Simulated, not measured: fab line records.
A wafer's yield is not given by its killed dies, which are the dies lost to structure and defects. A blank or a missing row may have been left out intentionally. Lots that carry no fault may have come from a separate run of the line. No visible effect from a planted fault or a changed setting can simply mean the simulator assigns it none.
Matching of chambers -- flow gf180mcu -- cmp-01 running GF_V2_CMP_26: 4 sister chambers
The step polishes, stops on SiO2, t overpolish 15 s, target thk 0 nm. 20 wafers are shown with their chamber, then 10 later ones without.

## WAFERS WITH THEIR CHAMBER
wafer,chamber,time to endpoint s (s),motor current A (A),platen rpm (rpm)
L075.2,2,90,9.7,60.03
L075.3,3,95,12.4,60.06
L075.6,2,88,9.5,60.02
L076.1,2,91,10.1,60.14
L076.4,0,79,11.9,60.02
L076.5,3,95,12.4,60.06
L078.3,3,94,12.7,60.03
L078.4,0,78,11.5,60.05
L078.6,2,89,9.8,60.04
L082.1,3,93,12.2,59.92
L082.4,2,93,10.1,59.99
L082.6,1,87,11.8,59.89
L083.3,1,84,11.2,60.03
L083.4,2,91,9.9,59.96
L083.5,0,83,12.5,59.97
L085.2,0,81,12.8,59.94
L085.4,1,84,11.1,59.99
L085.6,0,79,12.4,59.92
L086.1,1,90,10.7,60.00
L086.2,3,94,13.0,59.93

SIGNATURES (averages over the wafers above)
reading,chamber 0,chamber 1,chamber 2,chamber 3,scatter within a chamber
time to endpoint s,80.00,86.25,90.33,94.20,1.92
motor current A,12.220,11.200,9.850,12.540,0.384
platen rpm,59.9800,59.9775,60.0300,60.0000,0.0618
Rule: for each reading, subtract the chamber's mean from the wafer's reading, divide by that reading's scatter and square the result; add these up over the readings and take the root, which gives the wafer's distance from the chamber. If the next closest chamber is less than 2 further off than the closest, the wafer can't be placed; otherwise it belongs to the closest. The scatter: the root of (the sum of the squares of (reading less its chamber's mean) over the shown wafers, divided by (wafers less chambers)).

## WAFERS MISSING THEIR CHAMBER
wafer,time to endpoint s (s),motor current A (A),platen rpm (rpm)
L086.4,92,8.9,59.95
L091.2,85,11.8,59.95
L091.4,95,13.0,60.07
L091.6,87,9.6,60.03
L092.1,86,10.8,60.06
L092.2,90,9.8,59.98
L092.4,86,12.2,60.04
L097.1,84,12.6,59.93
L097.2,87,11.1,60.02
L097.4,95,12.8,59.97

## CHAMBER TAKEN BY EACH
wafer,from the rows above,in truth
L086.4,2,2
L091.2,can't be placed: 1 or 0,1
L091.4,3,3
L091.6,2,2
L092.1,can't be placed: 1 or 2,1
L092.2,2,2
L092.4,can't be placed: 1 or 0 or 3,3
L097.1,can't be placed: 0 or 1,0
L097.2,1,1
L097.4,3,3
Correctly placed: 6 of 10. Unplaceable from these rows: 4, with the true chamber sitting among the candidates in 4. Number placed wrongly: 0.
